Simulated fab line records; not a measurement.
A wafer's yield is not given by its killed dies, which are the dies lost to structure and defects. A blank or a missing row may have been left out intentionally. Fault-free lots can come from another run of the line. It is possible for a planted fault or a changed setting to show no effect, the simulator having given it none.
fab line records || flow sky130 || part 2 of 2: steps 22 to 31 of 31
record: {"lots": 5, "wafers": 15, "last_day": 50}
route steps=708 shown POLY_GATE@233 LDD_N@237 LDD_P@255
lots that met no fault: from a run of the same line without faults
start_h: the number of hours between the record's first day and the start of the first shown wafer of the lot || wait_h: hours since the lot's step before || " the same as in the row above || L1.1+2: a single row standing in for several wafers || - either no value or no given start || * or withheld: withheld || < > ~ a bound
route shown NAME@n: names a module that has steps shown in the file, with the first one's number in the route || usual: mean/standard deviation taken from wafers without a fault || same: alike in all rows || chamber/n: place in a boat || sites: readings site by site || _std_site: standard deviation across them || _edge_site: outer sites' mean less inner sites' || radius_mm: how far each site lies from the wafer's centre || mask NAME#n: copy n || behind: the most recent tool/chamber to have shaped the wafer || hold: why the lot went on hold/how many hours it stayed there/how the hold came to an end || device: the n, p or np transistor that did not switch || end of line: at the end of the route, the tests of the same wafers || step lacking rows: just its recipe || killed: not the wafer's yield, but the dies lost to structure and defects at the first sort || map: a wafer's dies, marking killed ones x, the rest . and places with no die _
set.NAME: the run value of the setting; set.NAME@STEP: its run value at that earlier step || model.NAME: the simulator's own value behind a step, which no gauge read
a table for each step, a row for each wafer; lots at some steps of the route
services: a tool's chamber out of use, with start hour (start_h, from the record's first day; less than 0 if before it), hours out, and reason
== steps ==
step: SKY_LDD_N_TW_MEAS_17
usual: {"LDD_N_TW": "2602/15"}
{"lot.wafer": "L074.1", "tool": "film_metro-03", "chamber": "-", "start_h": 424.92, "wait_h": 0.1, "LDD_N_TW": 2602}
{"lot.wafer": "L074.2", "tool": "film_metro-03", "chamber": "-", "start_h": 424.92, "wait_h": 0.1, "LDD_N_TW": 2623}
{"lot.wafer": "L074.6", "tool": "film_metro-03", "chamber": "-", "start_h": 424.92, "wait_h": 0.1, "LDD_N_TW": 2628}
{"lot.wafer": "L076.1", "tool": "film_metro-01", "chamber": "-", "start_h": 444.77, "wait_h": 0.1, "LDD_N_TW": 2600}
{"lot.wafer": "L076.2", "tool": "film_metro-01", "chamber": "-", "start_h": 444.77, "wait_h": 0.1, "LDD_N_TW": 2601}
{"lot.wafer": "L076.3", "tool": "film_metro-01", "chamber": "-", "start_h": 444.77, "wait_h": 0.1, "LDD_N_TW": 2606}
{"lot.wafer": "L090.2", "tool": "film_metro-03", "chamber": "-", "start_h": 554.81, "wait_h": 0.1, "LDD_N_TW": 2574}
{"lot.wafer": "L090.4", "tool": "film_metro-03", "chamber": "-", "start_h": 554.81, "wait_h": 0.1, "LDD_N_TW": 2585}
{"lot.wafer": "L090.5", "tool": "film_metro-03", "chamber": "-", "start_h": 554.81, "wait_h": 0.1, "LDD_N_TW": 2584}
{"lot.wafer": "L094.1", "tool": "film_metro-03", "chamber": "-", "start_h": 578.64, "wait_h": 0.1, "LDD_N_TW": 2578}
{"lot.wafer": "L094.3", "tool": "film_metro-03", "chamber": "-", "start_h": 578.64, "wait_h": 0.1, "LDD_N_TW": 2591}
{"lot.wafer": "L094.4", "tool": "film_metro-03", "chamber": "-", "start_h": 578.64, "wait_h": 0.1, "LDD_N_TW": 2591}
{"lot.wafer": "L097.2", "tool": "film_metro-03", "chamber": "-", "start_h": 602.30, "wait_h": 0.1, "LDD_N_TW": 2583}
{"lot.wafer": "L097.4", "tool": "film_metro-03", "chamber": "-", "start_h": 602.30, "wait_h": 0.1, "LDD_N_TW": 2584}
{"lot.wafer": "L097.6", "tool": "film_metro-03", "chamber": "-", "start_h": 602.30, "wait_h": 0.1, "LDD_N_TW": 2591}
step: SKY_LDD_P_DEHYDRATE_00
recipe: {"temp_c": 200, "time_s": 60}
usual: {"plate_temp_C": "199.95/0.14", "resist_line_temp_C": "23.01/0.096"}
{"lot.wafer": "L074.1", "tool": "litho_track-02", "chamber": 0, "start_h": 439.56, "wait_h": 14.6, "plate_temp_C": 199.92, "resist_line_temp_C": 23.03}
{"lot.wafer": "L074.2", "tool": "litho_track-02", "chamber": 0, "start_h": 439.56, "wait_h": 14.6, "plate_temp_C": 199.87, "resist_line_temp_C": 22.96}
{"lot.wafer": "L074.6", "tool": "litho_track-02", "chamber": 0, "start_h": 439.56, "wait_h": 14.6, "plate_temp_C": 199.96, "resist_line_temp_C": 23.08}
{"lot.wafer": "L076.1", "tool": "litho_track-04", "chamber": 0, "start_h": 460.30, "wait_h": 15.5, "plate_temp_C": 199.88, "resist_line_temp_C": 22.97}
{"lot.wafer": "L076.2", "tool": "litho_track-04", "chamber": 0, "start_h": 460.30, "wait_h": 15.5, "plate_temp_C": 199.87, "resist_line_temp_C": 23.01}
{"lot.wafer": "L076.3", "tool": "litho_track-04", "chamber": 0, "start_h": 460.30, "wait_h": 15.5, "plate_temp_C": 199.85, "resist_line_temp_C": 22.96}
{"lot.wafer": "L090.2", "tool": "litho_track-04", "chamber": 0, "start_h": 569.13, "wait_h": 14.3, "plate_temp_C": 200.00, "resist_line_temp_C": 23.04}
{"lot.wafer": "L090.4", "tool": "litho_track-04", "chamber": 0, "start_h": 569.13, "wait_h": 14.3, "plate_temp_C": 199.99, "resist_line_temp_C": 23.18}
{"lot.wafer": "L090.5", "tool": "litho_track-04", "chamber": 0, "start_h": 569.13, "wait_h": 14.3, "plate_temp_C": 200.19, "resist_line_temp_C": 23.03}
{"lot.wafer": "L094.1", "tool": "litho_track-04", "chamber": 0, "start_h": 592.15, "wait_h": 13.5, "plate_temp_C": 200.07, "resist_line_temp_C": 23.01}
{"lot.wafer": "L094.3", "tool": "litho_track-04", "chamber": 0, "start_h": 592.15, "wait_h": 13.5, "plate_temp_C": 200.14, "resist_line_temp_C": 23.02}
{"lot.wafer": "L094.4", "tool": "litho_track-04", "chamber": 0, "start_h": 592.15, "wait_h": 13.5, "plate_temp_C": 199.92, "resist_line_temp_C": 23.14}
{"lot.wafer": "L097.2", "tool": "litho_track-04", "chamber": 0, "start_h": 616.58, "wait_h": 14.3, "plate_temp_C": 199.91, "resist_line_temp_C": 22.79}
{"lot.wafer": "L097.4", "tool": "litho_track-04", "chamber": 0, "start_h": 616.58, "wait_h": 14.3, "plate_temp_C": 199.86, "resist_line_temp_C": 23.02}
{"lot.wafer": "L097.6", "tool": "litho_track-04", "chamber": 0, "start_h": 616.58, "wait_h": 14.3, "plate_temp_C": 199.81, "resist_line_temp_C": 22.83}
step: SKY_LDD_P_HMDS_01
recipe: {"prime_time_s": 60, "prime_temp_c": 120}
usual: {"resist_line_temp_C": "23.02/0.12"}
{"lot.wafer": "L074.1", "tool": "litho_track-02", "chamber": 0, "start_h": 439.71, "wait_h": 0.1, "resist_line_temp_C": 22.98}
{"lot.wafer": "L074.2", "tool": "litho_track-02", "chamber": 0, "start_h": 439.71, "wait_h": 0.1, "resist_line_temp_C": 23.02}
{"lot.wafer": "L074.6", "tool": "litho_track-02", "chamber": 0, "start_h": 439.71, "wait_h": 0.1, "resist_line_temp_C": 23.13}
{"lot.wafer": "L076.1", "tool": "litho_track-04", "chamber": 0, "start_h": 460.45, "wait_h": 0.1, "resist_line_temp_C": 23.22}
{"lot.wafer": "L076.2", "tool": "litho_track-04", "chamber": 0, "start_h": 460.45, "wait_h": 0.1, "resist_line_temp_C": 23.31}
{"lot.wafer": "L076.3", "tool": "litho_track-04", "chamber": 0, "start_h": 460.45, "wait_h": 0.1, "resist_line_temp_C": 23.10}
{"lot.wafer": "L090.2", "tool": "litho_track-04", "chamber": 0, "start_h": 569.28, "wait_h": 0.1, "resist_line_temp_C": 23.08}
{"lot.wafer": "L090.4", "tool": "litho_track-04", "chamber": 0, "start_h": 569.28, "wait_h": 0.1, "resist_line_temp_C": 23.00}
{"lot.wafer": "L090.5", "tool": "litho_track-04", "chamber": 0, "start_h": 569.28, "wait_h": 0.1, "resist_line_temp_C": 22.98}
{"lot.wafer": "L094.1", "tool": "litho_track-04", "chamber": 0, "start_h": 592.30, "wait_h": 0.1, "resist_line_temp_C": 23.02}
{"lot.wafer": "L094.3", "tool": "litho_track-04", "chamber": 0, "start_h": 592.30, "wait_h": 0.1, "resist_line_temp_C": 22.81}
{"lot.wafer": "L094.4", "tool": "litho_track-04", "chamber": 0, "start_h": 592.30, "wait_h": 0.1, "resist_line_temp_C": 23.07}
{"lot.wafer": "L097.2", "tool": "litho_track-04", "chamber": 0, "start_h": 616.73, "wait_h": 0.1, "resist_line_temp_C": 23.07}
{"lot.wafer": "L097.4", "tool": "litho_track-04", "chamber": 0, "start_h": 616.73, "wait_h": 0.1, "resist_line_temp_C": 23.08}
{"lot.wafer": "L097.6", "tool": "litho_track-04", "chamber": 0, "start_h": 616.73, "wait_h": 0.1, "resist_line_temp_C": 23.24}
step: SKY_LDD_P_COAT_02
recipe: {"resist": "NOVOLAK", "spin_rpm": 3000, "resist_thk_nm": 1140}
usual: {"resist_line_temp_C": "22.98/0.1"}
{"lot.wafer": "L074.1", "tool": "litho_track-02", "chamber": 0, "start_h": 439.86, "wait_h": 0.1, "resist_line_temp_C": 22.99}
{"lot.wafer": "L074.2", "tool": "litho_track-02", "chamber": 0, "start_h": 439.86, "wait_h": 0.1, "resist_line_temp_C": 22.85}
{"lot.wafer": "L074.6", "tool": "litho_track-02", "chamber": 0, "start_h": 439.86, "wait_h": 0.1, "resist_line_temp_C": 22.99}
{"lot.wafer": "L076.1", "tool": "litho_track-04", "chamber": 0, "start_h": 460.60, "wait_h": 0.1, "resist_line_temp_C": 22.91}
{"lot.wafer": "L076.2", "tool": "litho_track-04", "chamber": 0, "start_h": 460.60, "wait_h": 0.1, "resist_line_temp_C": 22.87}
{"lot.wafer": "L076.3", "tool": "litho_track-04", "chamber": 0, "start_h": 460.60, "wait_h": 0.1, "resist_line_temp_C": 22.90}
{"lot.wafer": "L090.2", "tool": "litho_track-04", "chamber": 0, "start_h": 569.43, "wait_h": 0.1, "resist_line_temp_C": 23.01}
{"lot.wafer": "L090.4", "tool": "litho_track-04", "chamber": 0, "start_h": 569.43, "wait_h": 0.1, "resist_line_temp_C": 23.06}
{"lot.wafer": "L090.5", "tool": "litho_track-04", "chamber": 0, "start_h": 569.43, "wait_h": 0.1, "resist_line_temp_C": 23.08}
{"lot.wafer": "L094.1", "tool": "litho_track-04", "chamber": 0, "start_h": 592.45, "wait_h": 0.1, "resist_line_temp_C": 22.96}
{"lot.wafer": "L094.3", "tool": "litho_track-04", "chamber": 0, "start_h": 592.45, "wait_h": 0.1, "resist_line_temp_C": 22.94}
{"lot.wafer": "L094.4", "tool": "litho_track-04", "chamber": 0, "start_h": 592.45, "wait_h": 0.1, "resist_line_temp_C": 22.81}
{"lot.wafer": "L097.2", "tool": "litho_track-04", "chamber": 0, "start_h": 616.88, "wait_h": 0.1, "resist_line_temp_C": 23.19}
{"lot.wafer": "L097.4", "tool": "litho_track-04", "chamber": 0, "start_h": 616.88, "wait_h": 0.1, "resist_line_temp_C": 22.97}
{"lot.wafer": "L097.6", "tool": "litho_track-04", "chamber": 0, "start_h": 616.88, "wait_h": 0.1, "resist_line_temp_C": 23.09}
step: SKY_LDD_P_SOFTBAKE_03
recipe: {"temp_c": 90, "time_s": 60, "resist": "NOVOLAK"}
usual: {"plate_temp_C": "90.00/0.13", "resist_line_temp_C": "22.98/0.11"}
{"lot.wafer": "L074.1", "tool": "litho_track-02", "chamber": 0, "start_h": 440.01, "wait_h": 0.1, "plate_temp_C": 90.03, "resist_line_temp_C": 22.83}
{"lot.wafer": "L074.2", "tool": "litho_track-02", "chamber": 0, "start_h": 440.01, "wait_h": 0.1, "plate_temp_C": 89.85, "resist_line_temp_C": 22.82}
{"lot.wafer": "L074.6", "tool": "litho_track-02", "chamber": 0, "start_h": 440.01, "wait_h": 0.1, "plate_temp_C": 90.12, "resist_line_temp_C": 22.91}
{"lot.wafer": "L076.1", "tool": "litho_track-04", "chamber": 0, "start_h": 460.75, "wait_h": 0.1, "plate_temp_C": 89.81, "resist_line_temp_C": 22.95}
{"lot.wafer": "L076.2", "tool": "litho_track-04", "chamber": 0, "start_h": 460.75, "wait_h": 0.1, "plate_temp_C": 90.11, "resist_line_temp_C": 22.82}
{"lot.wafer": "L076.3", "tool": "litho_track-04", "chamber": 0, "start_h": 460.75, "wait_h": 0.1, "plate_temp_C": 90.06, "resist_line_temp_C": 22.80}
{"lot.wafer": "L090.2", "tool": "litho_track-04", "chamber": 0, "start_h": 569.58, "wait_h": 0.1, "plate_temp_C": 90.27, "resist_line_temp_C": 23.13}
{"lot.wafer": "L090.4", "tool": "litho_track-04", "chamber": 0, "start_h": 569.58, "wait_h": 0.1, "plate_temp_C": 90.06, "resist_line_temp_C": 23.20}
{"lot.wafer": "L090.5", "tool": "litho_track-04", "chamber": 0, "start_h": 569.58, "wait_h": 0.1, "plate_temp_C": 90.08, "resist_line_temp_C": 23.11}
{"lot.wafer": "L094.1", "tool": "litho_track-04", "chamber": 0, "start_h": 592.60, "wait_h": 0.1, "plate_temp_C": 89.78, "resist_line_temp_C": 23.07}
{"lot.wafer": "L094.3", "tool": "litho_track-04", "chamber": 0, "start_h": 592.60, "wait_h": 0.1, "plate_temp_C": 90.00, "resist_line_temp_C": 23.01}
{"lot.wafer": "L094.4", "tool": "litho_track-04", "chamber": 0, "start_h": 592.60, "wait_h": 0.1, "plate_temp_C": 89.98, "resist_line_temp_C": 22.90}
{"lot.wafer": "L097.2", "tool": "litho_track-04", "chamber": 0, "start_h": 617.03, "wait_h": 0.1, "plate_temp_C": 90.08, "resist_line_temp_C": 23.08}
{"lot.wafer": "L097.4", "tool": "litho_track-04", "chamber": 0, "start_h": 617.03, "wait_h": 0.1, "plate_temp_C": 90.22, "resist_line_temp_C": 22.92}
{"lot.wafer": "L097.6", "tool": "litho_track-04", "chamber": 0, "start_h": 617.03, "wait_h": 0.1, "plate_temp_C": 90.29, "resist_line_temp_C": 23.12}
step: SKY_LDD_P_EXPOSE_04
recipe: {"mask_id": "PSDM", "na": 0.6, "source_shape": "conventional", "sigma_outer": 0.6, "polarization": "unpolarized", "target_cd_nm": 380, "dose_mj": 138}
usual: {"stage_vel_mm_s": "500.01/0.24"}
same: {"na": 0.6}
{"lot.wafer": "L074.1", "tool": "iline_stepper-02", "chamber": 0, "start_h": "-", "wait_h": "-", "mask": "PSDM#0", "stage_vel_mm_s": 500.23}
{"lot.wafer": "L074.2", "tool": "iline_stepper-02", "chamber": 0, "start_h": "-", "wait_h": "-", "mask": "PSDM#0", "stage_vel_mm_s": 499.91}
{"lot.wafer": "L074.6", "tool": "iline_stepper-02", "chamber": 0, "start_h": "-", "wait_h": "-", "mask": "PSDM#0", "stage_vel_mm_s": 500.17}
{"lot.wafer": "L076.1", "tool": "iline_stepper-02", "chamber": 0, "start_h": "-", "wait_h": "-", "mask": "PSDM#0", "stage_vel_mm_s": 499.74}
{"lot.wafer": "L076.2", "tool": "iline_stepper-02", "chamber": 0, "start_h": "-", "wait_h": "-", "mask": "PSDM#0", "stage_vel_mm_s": 499.84}
{"lot.wafer": "L076.3", "tool": "iline_stepper-02", "chamber": 0, "start_h": "-", "wait_h": "-", "mask": "PSDM#0", "stage_vel_mm_s": 500.12}
{"lot.wafer": "L090.2", "tool": "iline_stepper-02", "chamber": 0, "start_h": "-", "wait_h": "-", "mask": "PSDM#0", "stage_vel_mm_s": 500.28}
{"lot.wafer": "L090.4", "tool": "iline_stepper-02", "chamber": 0, "start_h": "-", "wait_h": "-", "mask": "PSDM#0", "stage_vel_mm_s": 500.11}
{"lot.wafer": "L090.5", "tool": "iline_stepper-02", "chamber": 0, "start_h": "-", "wait_h": "-", "mask": "PSDM#0", "stage_vel_mm_s": 499.93}
{"lot.wafer": "L094.1", "tool": "iline_stepper-01", "chamber": 0, "start_h": "-", "wait_h": "-", "mask": "PSDM#0", "stage_vel_mm_s": 500.21}
{"lot.wafer": "L094.3", "tool": "iline_stepper-01", "chamber": 0, "start_h": "-", "wait_h": "-", "mask": "PSDM#0", "stage_vel_mm_s": 500.28}
{"lot.wafer": "L094.4", "tool": "iline_stepper-01", "chamber": 0, "start_h": "-", "wait_h": "-", "mask": "PSDM#0", "stage_vel_mm_s": 499.93}
{"lot.wafer": "L097.2", "tool": "iline_stepper-02", "chamber": 0, "start_h": "-", "wait_h": "-", "mask": "PSDM#0", "stage_vel_mm_s": 500.33}
{"lot.wafer": "L097.4", "tool": "iline_stepper-02", "chamber": 0, "start_h": "-", "wait_h": "-", "mask": "PSDM#0", "stage_vel_mm_s": 500.09}
{"lot.wafer": "L097.6", "tool": "iline_stepper-02", "chamber": 0, "start_h": "-", "wait_h": "-", "mask": "PSDM#0", "stage_vel_mm_s": 499.99}
step: SKY_LDD_P_PEB_05
recipe: {"temp_c": "withheld", "time_s": "*", "resist": "NOVOLAK"}
usual: {"resist_line_temp_C": "*"}
{"lot.wafer": "L074.1", "tool": "litho_track-03", "chamber": 0, "start_h": "-", "wait_h": "-", "resist_line_temp_C": "*"}
{"lot.wafer": "L074.2", "tool": "litho_track-03", "chamber": 0, "start_h": "-", "wait_h": "-", "resist_line_temp_C": "*"}
{"lot.wafer": "L074.6", "tool": "litho_track-03", "chamber": 0, "start_h": "-", "wait_h": "-", "resist_line_temp_C": "*"}
{"lot.wafer": "L076.1", "tool": "litho_track-03", "chamber": 0, "start_h": "-", "wait_h": "-", "resist_line_temp_C": "*"}
{"lot.wafer": "L076.2", "tool": "litho_track-03", "chamber": 0, "start_h": "-", "wait_h": "-", "resist_line_temp_C": "*"}
{"lot.wafer": "L076.3", "tool": "litho_track-03", "chamber": 0, "start_h": "-", "wait_h": "-", "resist_line_temp_C": "*"}
{"lot.wafer": "L090.2", "tool": "litho_track-03", "chamber": 0, "start_h": "-", "wait_h": "-", "resist_line_temp_C": "*"}
{"lot.wafer": "L090.4", "tool": "litho_track-03", "chamber": 0, "start_h": "-", "wait_h": "-", "resist_line_temp_C": "*"}
{"lot.wafer": "L090.5", "tool": "litho_track-03", "chamber": 0, "start_h": "-", "wait_h": "-", "resist_line_temp_C": "*"}
{"lot.wafer": "L094.1", "tool": "litho_track-02", "chamber": 0, "start_h": "-", "wait_h": "-", "resist_line_temp_C": "*"}
{"lot.wafer": "L094.3", "tool": "litho_track-02", "chamber": 0, "start_h": "-", "wait_h": "-", "resist_line_temp_C": "*"}
{"lot.wafer": "L094.4", "tool": "litho_track-02", "chamber": 0, "start_h": "-", "wait_h": "-", "resist_line_temp_C": "*"}
{"lot.wafer": "L097.2", "tool": "litho_track-04", "chamber": 0, "start_h": "-", "wait_h": "-", "resist_line_temp_C": "*"}
{"lot.wafer": "L097.4", "tool": "litho_track-04", "chamber": 0, "start_h": "-", "wait_h": "-", "resist_line_temp_C": "*"}
{"lot.wafer": "L097.6", "tool": "litho_track-04", "chamber": 0, "start_h": "-", "wait_h": "-", "resist_line_temp_C": "*"}
step: SKY_LDD_P_DEVELOP_06
recipe: {"resist": "NOVOLAK", "developer": "TMAH", "develop_time_s": 60, "dev_temp_c": 23}
usual: {"developer_temp_C": "23.01/0.096", "resist_line_temp_C": "23.02/0.12"}
{"lot.wafer": "L074.1", "tool": "litho_track-03", "chamber": 0, "start_h": 455.39, "wait_h": 0.1, "developer_temp_C": 22.99, "resist_line_temp_C": 22.82}
{"lot.wafer": "L074.2", "tool": "litho_track-03", "chamber": 0, "start_h": 455.39, "wait_h": 0.1, "developer_temp_C": 22.95, "resist_line_temp_C": 22.81}
{"lot.wafer": "L074.6", "tool": "litho_track-03", "chamber": 0, "start_h": 455.39, "wait_h": 0.1, "developer_temp_C": 23.06, "resist_line_temp_C": 22.79}
{"lot.wafer": "L076.1", "tool": "litho_track-03", "chamber": 0, "start_h": 475.79, "wait_h": 0.1, "developer_temp_C": 22.98, "resist_line_temp_C": 23.00}
{"lot.wafer": "L076.2", "tool": "litho_track-03", "chamber": 0, "start_h": 475.79, "wait_h": 0.1, "developer_temp_C": 22.94, "resist_line_temp_C": 22.97}
{"lot.wafer": "L076.3", "tool": "litho_track-03", "chamber": 0, "start_h": 475.79, "wait_h": 0.1, "developer_temp_C": 23.01, "resist_line_temp_C": 22.90}
{"lot.wafer": "L090.2", "tool": "litho_track-03", "chamber": 0, "start_h": 583.86, "wait_h": 0.1, "developer_temp_C": 23.06, "resist_line_temp_C": 23.03}
{"lot.wafer": "L090.4", "tool": "litho_track-03", "chamber": 0, "start_h": 583.86, "wait_h": 0.1, "developer_temp_C": 22.97, "resist_line_temp_C": 22.99}
{"lot.wafer": "L090.5", "tool": "litho_track-03", "chamber": 0, "start_h": 583.86, "wait_h": 0.1, "developer_temp_C": 23.03, "resist_line_temp_C": 23.03}
{"lot.wafer": "L094.1", "tool": "litho_track-02", "chamber": 0, "start_h": 607.61, "wait_h": 0.1, "developer_temp_C": 22.91, "resist_line_temp_C": 23.10}
{"lot.wafer": "L094.3", "tool": "litho_track-02", "chamber": 0, "start_h": 607.61, "wait_h": 0.1, "developer_temp_C": 22.92, "resist_line_temp_C": 22.97}
{"lot.wafer": "L094.4", "tool": "litho_track-02", "chamber": 0, "start_h": 607.61, "wait_h": 0.1, "developer_temp_C": 22.90, "resist_line_temp_C": 22.94}
{"lot.wafer": "L097.2", "tool": "litho_track-04", "chamber": 0, "start_h": 630.88, "wait_h": 0.1, "developer_temp_C": 23.02, "resist_line_temp_C": 23.02}
{"lot.wafer": "L097.4", "tool": "litho_track-04", "chamber": 0, "start_h": 630.88, "wait_h": 0.1, "developer_temp_C": 23.00, "resist_line_temp_C": 22.94}
{"lot.wafer": "L097.6", "tool": "litho_track-04", "chamber": 0, "start_h": 630.88, "wait_h": 0.1, "developer_temp_C": 22.94, "resist_line_temp_C": 22.92}
step: SKY_LDD_P_CD_MEAS_07
recipe: {"target_cd_nm": 380}
usual: {"cd_nm": "379.7/2.5"}
{"lot.wafer": "L074.1", "tool": "cd_sem-01", "chamber": "-", "start_h": 455.54, "wait_h": 0.1, "cd_nm": 380.0}
{"lot.wafer": "L074.2", "tool": "cd_sem-01", "chamber": "-", "start_h": 455.54, "wait_h": 0.1, "cd_nm": 382.7}
{"lot.wafer": "L074.6", "tool": "cd_sem-01", "chamber": "-", "start_h": 455.54, "wait_h": 0.1, "cd_nm": 378.3}
{"lot.wafer": "L076.1", "tool": "cd_sem-01", "chamber": "-", "start_h": 475.94, "wait_h": 0.1, "cd_nm": 379.2}
{"lot.wafer": "L076.2", "tool": "cd_sem-01", "chamber": "-", "start_h": 475.94, "wait_h": 0.1, "cd_nm": 380.0}
{"lot.wafer": "L076.3", "tool": "cd_sem-01", "chamber": "-", "start_h": 475.94, "wait_h": 0.1, "cd_nm": 380.0}
{"lot.wafer": "L090.2", "tool": "cd_sem-01", "chamber": "-", "start_h": 584.01, "wait_h": 0.1, "cd_nm": 383.4}
{"lot.wafer": "L090.4", "tool": "cd_sem-01", "chamber": "-", "start_h": 584.01, "wait_h": 0.1, "cd_nm": 382.0}
{"lot.wafer": "L090.5", "tool": "cd_sem-01", "chamber": "-", "start_h": 584.01, "wait_h": 0.1, "cd_nm": 380.0}
{"lot.wafer": "L094.1", "tool": "cd_sem-02", "chamber": "-", "start_h": 607.76, "wait_h": 0.1, "cd_nm": 377.3}
{"lot.wafer": "L094.3", "tool": "cd_sem-02", "chamber": "-", "start_h": 607.76, "wait_h": 0.1, "cd_nm": 376.1}
{"lot.wafer": "L094.4", "tool": "cd_sem-02", "chamber": "-", "start_h": 607.76, "wait_h": 0.1, "cd_nm": 379.1}
{"lot.wafer": "L097.2", "tool": "cd_sem-02", "chamber": "-", "start_h": 631.02, "wait_h": 0.1, "cd_nm": 379.5}
{"lot.wafer": "L097.4", "tool": "cd_sem-02", "chamber": "-", "start_h": 631.02, "wait_h": 0.1, "cd_nm": 376.7}
{"lot.wafer": "L097.6", "tool": "cd_sem-02", "chamber": "-", "start_h": 631.02, "wait_h": 0.1, "cd_nm": 375.5}
step: SKY_LDD_P_OVL_MEAS_08
usual: {"LDD_P_OVL": "0.5/1.3"}
{"lot.wafer": "L074.1", "tool": "overlay-01", "chamber": "-", "start_h": 455.66, "wait_h": 0.1, "LDD_P_OVL[nm]": -2.2}
{"lot.wafer": "L074.2", "tool": "overlay-01", "chamber": "-", "start_h": 455.66, "wait_h": 0.1, "LDD_P_OVL[nm]": 2.2}
{"lot.wafer": "L074.6", "tool": "overlay-01", "chamber": "-", "start_h": 455.66, "wait_h": 0.1, "LDD_P_OVL[nm]": -0.4}
{"lot.wafer": "L076.1", "tool": "overlay-02", "chamber": "-", "start_h": 476.06, "wait_h": 0.1, "LDD_P_OVL[nm]": 1.2}
{"lot.wafer": "L076.2", "tool": "overlay-02", "chamber": "-", "start_h": 476.06, "wait_h": 0.1, "LDD_P_OVL[nm]": 0.0}
{"lot.wafer": "L076.3", "tool": "overlay-02", "chamber": "-", "start_h": 476.06, "wait_h": 0.1, "LDD_P_OVL[nm]": -0.8}
{"lot.wafer": "L090.2", "tool": "overlay-01", "chamber": "-", "start_h": 584.11, "wait_h": 0.1, "LDD_P_OVL[nm]": -1.1}
{"lot.wafer": "L090.4", "tool": "overlay-01", "chamber": "-", "start_h": 584.11, "wait_h": 0.1, "LDD_P_OVL[nm]": 0.0}
{"lot.wafer": "L090.5", "tool": "overlay-01", "chamber": "-", "start_h": 584.11, "wait_h": 0.1, "LDD_P_OVL[nm]": -0.3}
{"lot.wafer": "L094.1", "tool": "overlay-01", "chamber": "-", "start_h": 607.88, "wait_h": 0.1, "LDD_P_OVL[nm]": 0.3}
{"lot.wafer": "L094.3", "tool": "overlay-01", "chamber": "-", "start_h": 607.88, "wait_h": 0.1, "LDD_P_OVL[nm]": 1.7}
{"lot.wafer": "L094.4", "tool": "overlay-01", "chamber": "-", "start_h": 607.88, "wait_h": 0.1, "LDD_P_OVL[nm]": -0.7}
{"lot.wafer": "L097.2", "tool": "overlay-02", "chamber": "-", "start_h": 631.13, "wait_h": 0.1, "LDD_P_OVL[nm]": 0.7}
{"lot.wafer": "L097.4", "tool": "overlay-02", "chamber": "-", "start_h": 631.13, "wait_h": 0.1, "LDD_P_OVL[nm]": 0.0}
{"lot.wafer": "L097.6", "tool": "overlay-02", "chamber": "-", "start_h": 631.13, "wait_h": 0.1, "LDD_P_OVL[nm]": -0.1}
== services ==
{"tool": "iline_stepper-01", "chamber": "-", "start_h": 387.25, "hours": 1.7, "kind": "pm"}
{"tool": "implanter-04", "chamber": "-", "start_h": 395.71, "hours": 6.4, "kind": "pm"}
{"tool": "furnace-02", "chamber": "-", "start_h": 413.96, "hours": 3.7, "kind": "pm"}
{"tool": "implanter-04", "chamber": "-", "start_h": 421.08, "hours": 4.0, "kind": "pm"}
{"tool": "implanter-01", "chamber": "-", "start_h": 432.44, "hours": 3.0, "kind": "pm"}
{"tool": "wet_bench-04", "chamber": "-", "start_h": 433.04, "hours": 4.2, "kind": "repair"}
{"tool": "furnace-01", "chamber": "-", "start_h": 440.86, "hours": 3.1, "kind": "pm"}
{"tool": "furnace-02", "chamber": "-", "start_h": 458.32, "hours": 5.8, "kind": "pm"}
{"tool": "furnace-01", "chamber": "-", "start_h": 469.48, "hours": 3.9, "kind": "pm"}
{"tool": "implanter-01", "chamber": "-", "start_h": 502.54, "hours": 2.8, "kind": "repair"}
{"tool": "furnace-01", "chamber": "-", "start_h": 523.12, "hours": 2.1, "kind": "repair"}
{"tool": "iline_stepper-02", "chamber": "-", "start_h": 524.31, "hours": 1.7, "kind": "pm"}
{"tool": "furnace-01", "chamber": "-", "start_h": 528.42, "hours": 7.8, "kind": "repair"}
{"tool": "iline_stepper-01", "chamber": "-", "start_h": 529.61, "hours": 3.6, "kind": "repair"}
{"tool": "furnace-02", "chamber": "-", "start_h": 534.53, "hours": 25.9, "kind": "repair"}
{"tool": "implanter-01", "chamber": "-", "start_h": 552.13, "hours": 5.5, "kind": "repair"}
{"tool": "furnace-02", "chamber": "-", "start_h": 578.06, "hours": 18.8, "kind": "pm"}
{"tool": "furnace-02", "chamber": "-", "start_h": 596.91, "hours": 2.7, "kind": "pm"}
{"tool": "furnace-02", "chamber": "-", "start_h": 599.56, "hours": 4.5, "kind": "pm"}
{"tool": "iline_stepper-01", "chamber": "-", "start_h": 600.91, "hours": 2.1, "kind": "pm"}
{"tool": "furnace-02", "chamber": "-", "start_h": 601.64, "hours": 4.8, "kind": "repair"}
{"tool": "implanter-04", "chamber": "-", "start_h": 602.23, "hours": 4.7, "kind": "repair"}
{"tool": "iline_stepper-01", "chamber": "-", "start_h": 605.43, "hours": 1.7, "kind": "pm"}
{"tool": "implanter-04", "chamber": "-", "start_h": 625.78, "hours": 9.0, "kind": "repair"}
